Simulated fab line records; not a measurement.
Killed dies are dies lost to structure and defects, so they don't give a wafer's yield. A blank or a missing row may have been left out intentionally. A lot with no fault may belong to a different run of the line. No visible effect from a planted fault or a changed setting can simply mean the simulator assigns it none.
The tool behind it: which one? -- flow sky130 -- 72 wafers from 24 lots sampled at 5 of the route's 708 steps

== WHAT THE GAUGES READ, wafer by wafer ==
SKY_METAL2_OVL_MEAS_16.
lot,measured,on,METAL2_OVL (nm)
L074,day 35 03:08,overlay-02,-6 -11 1
L075,day 35 06:01,overlay-01,8 8 10
L076,day 35 11:04,overlay-01,5 3 3
L077,day 36 04:19,overlay-01,3 4 12
L078,day 36 05:28,overlay-01,11 11 6
L079,day 36 20:49,overlay-02,2 -5 -5
L080,day 37 09:50,overlay-01,3 7 7
L081,day 37 12:35,overlay-01,-2 7 9
L082,day 37 21:19,overlay-02,0 2 3
L084,day 38 08:13,overlay-01,3 1 11
L083,day 38 08:24,overlay-02,17 11 23
L085,day 38 17:55,overlay-01,9 7 4
L086,day 38 20:04,overlay-01,-4 4 -1
L087,day 39 11:38,overlay-02,10 11 8
L088,day 39 15:23,overlay-02,-3 -1 -5
L089,day 40 06:31,overlay-02,4 8 3
L090,day 40 12:09,overlay-01,7 11 -1
L091,day 40 16:03,overlay-02,8 4 5
L092,day 40 18:49,overlay-01,2 -1 3
L093,day 41 03:58,overlay-01,4 -5 3
L095,day 41 07:44,overlay-01,-10 -8 -8
L094,day 41 13:22,overlay-01,15 9 1
L096,day 41 17:20,overlay-01,6 7 5
L097,day 42 10:58,overlay-01,7 11 4

SKY_METAL3_OVL_MEAS_14.
lot,measured,on,METAL3_OVL (nm)
L074,day 38 12:19,overlay-02,5 6 2
L075,day 38 13:59,overlay-02,4 5 0
L076,day 38 19:22,overlay-01,6 5 0
L077,day 39 13:08,overlay-02,6 8 1
L078,day 39 13:38,overlay-01,-5 -4 -1
L079,day 40 04:22,overlay-01,1 -10 -7
L080,day 40 16:41,overlay-01,-9 -5 -2
L081,day 40 18:07,overlay-02,-1 -3 -1
L082,day 41 02:10,overlay-01,-11 -6 -13
L084,day 41 13:55,overlay-02,7 -3 10
L083,day 41 13:35,overlay-01,0 2 6
L085,day 41 23:26,overlay-02,2 -12 -11
L086,day 41 23:47,overlay-01,2 -10 5
L087,day 42 19:22,overlay-02,-6 -12 0
L088,day 42 19:44,overlay-01,-10 -2 -2
L089,day 43 08:28,overlay-01,-16 -6 -11
L090,day 43 14:45,overlay-01,3 1 -5
L091,day 43 18:18,overlay-02,3 3 7
L092,day 43 21:19,overlay-02,1 -2 0
L093,day 44 04:40,overlay-02,-4 2 -1
L095,day 44 07:05,overlay-01,-12 -10 -5
L094,day 44 13:31,overlay-02,-2 -5 4
L096,day 44 17:58,overlay-02,-3 0 0
L097,day 45 09:43,overlay-01,-5 4 -10

SKY_CAP2M_THK_MEAS_01.
lot,measured,on,CAP2M_CVD_00_THK (nm)
L074,day 39 17:17,film metro-03,15.22 15.10 15.40
L075,day 39 18:05,film metro-03,15.38 15.61 15.83
L076,day 39 22:58,film metro-03,15.74 15.35 16.11
L077,day 40 17:11,film metro-03,15.20 15.09 15.36
L078,day 40 17:54,film metro-04,15.42 15.80 15.44
L079,day 41 07:20,film metro-04,15.34 15.34 15.43
L080,day 41 20:31,film metro-04,15.28 15.51 15.75
L081,day 41 21:46,film metro-03,15.44 15.42 15.37
L082,day 42 04:26,film metro-03,15.43 15.78 15.73
L084,day 42 17:36,film metro-01,15.21 15.16 15.38
L083,day 42 16:58,film metro-01,15.05 15.43 15.72
L085,day 43 01:29,film metro-03,15.33 15.76 15.52
L086,day 43 02:22,film metro-03,15.01 15.48 15.65
L087,day 43 22:37,film metro-01,15.47 15.42 15.64
L088,day 43 22:56,film metro-01,14.97 15.44 15.59
L089,day 44 09:57,film metro-04,15.07 15.01 15.60
L090,day 44 16:20,film metro-04,15.35 15.51 15.91
L091,day 44 20:21,film metro-03,15.51 15.66 15.52
L092,day 44 23:05,film metro-04,15.64 15.47 15.50
L093,day 45 05:53,film metro-04,15.23 15.40 15.59
L095,day 45 08:11,film metro-03,15.50 15.85 15.94
L094,day 45 14:23,film metro-04,15.56 15.55 15.49
L096,day 45 18:34,film metro-03,15.51 15.25 15.46
L097,day 46 09:42,film metro-03,15.63 15.75 14.95

== EACH LOT AND THE TOOL THAT RAN IT (in order: tool; ch and the chambers of the sampled wafers; start) ==
lot,SKY_METAL3_ETCH_16,SKY_VIA3_CMP_02
L074,"rie metal-02 ch 0,1, day 38 12:23","cmp-02 ch 1,2,3, day 38 13:38"
L075,"rie metal-02 ch 0,1, day 38 14:03","cmp-02 ch 1,2, day 38 15:30"
L076,"rie metal-02 ch 1, day 38 19:26","cmp-01 ch 1,3, day 38 20:33"
L077,"rie metal-03 ch 0,1, day 39 13:12","cmp-02 ch 0,1,2, day 39 14:35"
L078,"rie metal-01 ch 1, day 39 13:45","cmp-01 ch 0,1,2, day 39 15:01"
L079,"rie metal-01 ch 1, day 40 04:30","cmp-01 ch 0,3, day 40 05:41"
L080,"rie metal-01 ch 0,1, day 40 16:44","cmp-02 ch 0,2,3, day 40 18:19"
L081,"rie metal-02 ch 0,1, day 40 18:11","cmp-01 ch 0,2,3, day 40 19:29"
L082,"rie metal-02 ch 0,1, day 41 02:14","cmp-01 ch 0,1, day 41 03:25"
L084,"rie metal-03 ch 0,1, day 41 13:59","cmp-02 ch 0,1,2, day 41 15:36"
L083,"rie metal-01 ch 0,1, day 41 13:40","cmp-01 ch 2,3, day 41 14:58"
L085,"rie metal-03 ch 0,1, day 41 23:30","cmp-01 ch 0,1,3, day 42 00:40"
L086,"rie metal-01 ch 0,1, day 41 23:51","cmp-02 ch 0,2,3, day 42 01:05"
L087,"rie metal-03 ch 0, day 42 19:26","cmp-01 ch 0,2,3, day 42 20:35"
L088,"rie metal-01 ch 0,1, day 42 19:49","cmp-02 ch 0,1, day 42 20:54"
L089,"rie metal-03 ch 0,1, day 43 08:32","cmp-01 ch 0,2,3, day 43 09:41"
L090,"rie metal-02 ch 0,1, day 43 14:50","cmp-01 ch 0,3, day 43 15:55"
L091,"rie metal-03 ch 0,1, day 43 18:23","cmp-01 ch 0,3, day 43 20:05"
L092,"rie metal-01 ch 0,1, day 43 21:23","cmp-01 ch 0,3, day 43 23:20"
L093,"rie metal-03 ch 0,1, day 44 04:44","cmp-01 ch 1,2,3, day 44 05:57"
L095,"rie metal-02 ch 0, day 44 07:13","cmp-02 ch 0,2, day 44 08:27"
L094,"rie metal-02 ch 0,1, day 44 13:35","cmp-02 ch 0,1,3, day 44 14:44"
L096,"rie metal-01 ch 0,1, day 44 18:02","cmp-02 ch 0,1,3, day 44 19:09"
L097,"rie metal-01 ch 0,1, day 45 09:47","cmp-02 ch 1,2,3, day 45 10:55"
- SKY_METAL3_ETCH_16: etches BARC in N2/H2, stops on SiO2, time 88.2 s, target depth 60 nm.
- SKY_VIA3_CMP_02: polishes SiO2.

== AS READ BY THE TOOLS THEMSELVES (means over the sampled wafers that have a number; for cases with no such wafer, the mark the record gives instead) ==
SKY_METAL3_ETCH_16.
lot,tool,drypump motor current A (A),oes product au (a.u.),rf fwd power W (W),throttle valve pct (%)
L074,rie metal-02,5.7,0.627,496.7,13.203
L075,rie metal-02,5.6,0.629,497.7,13.193
L076,rie metal-02,5.8,0.621,496.9,13.206
L077,rie metal-03,5.6,0.629,496.8,13.197
L078,rie metal-01,6.0,0.627,496.3,13.203
L079,rie metal-01,6.0,0.623,496.1,13.205
L080,rie metal-01,5.6,0.626,496.9,13.205
L081,rie metal-02,5.7,0.624,498.1,13.212
L082,rie metal-02,5.6,0.624,497.4,13.203
L084,rie metal-03,5.8,0.629,497.3,13.208
L083,rie metal-01,5.3,0.626,497.6,13.207
L085,rie metal-03,5.6,0.627,499.1,13.210
L086,rie metal-01,5.6,0.624,496.5,13.205
L087,rie metal-03,5.9,0.630,497.5,13.204
L088,rie metal-01,5.3,0.627,497.2,13.203
L089,rie metal-03,5.8,0.622,496.9,13.208
L090,rie metal-02,5.6,0.630,496.8,13.201
L091,rie metal-03,5.7,0.628,500.3,13.206
L092,rie metal-01,5.3,0.632,497.1,13.202
L093,rie metal-03,5.6,0.628,498.8,13.196
L095,rie metal-02,5.5,0.622,497.6,13.204
L094,rie metal-02,5.7,0.627,499.3,13.206
L096,rie metal-01,5.6,0.628,496.2,13.196
L097,rie metal-01,5.3,0.624,497.6,13.210

SKY_VIA3_CMP_02.
lot,tool,motor current A (A)
L074,cmp-02,12.2
L075,cmp-02,11.9
L076,cmp-01,10.4
L077,cmp-02,11.6
L078,cmp-01,11.3
L079,cmp-01,11.1
L080,cmp-02,11.5
L081,cmp-01,11.7
L082,cmp-01,10.7
L084,cmp-02,11.4
L083,cmp-01,11.5
L085,cmp-01,10.9
L086,cmp-02,11.9
L087,cmp-01,11.5
L088,cmp-02,11.5
L089,cmp-01,11.2
L090,cmp-01,10.7
L091,cmp-01,10.7
L092,cmp-01,10.9
L093,cmp-01,11.0
L095,cmp-02,11.2
L094,cmp-02,11.6
L096,cmp-02,11.5
L097,cmp-02,12.0

== THE ANSWER, worked out from the rows above alone ==
Rule: the lots themselves supply what counts as usual. The widest of any qualifying gaps counts: lots, ordered by their means at a reading, are off when they make up no more than a third of the lots, leave a main group of 4 or more, and stand apart from it by 3 or more times the standard deviation of that group's means. Not used: any main group whose means are identical at the precision the tables above print for the reading. A lot without any number at a reading at which 4 lots or more have one is off too. The other lots that the step has rows for count as sound. First the gauges in route order, then the tools' own readings, where a lot's mean is used as printed above. At the first step where some lot is off, the reading lying furthest off is the one used; lots without a number count as furthest.
Across all readings shown, no lot is off: no conclusion can be drawn from this.

== WHAT THE SIMULATOR HAD PUT IN ==
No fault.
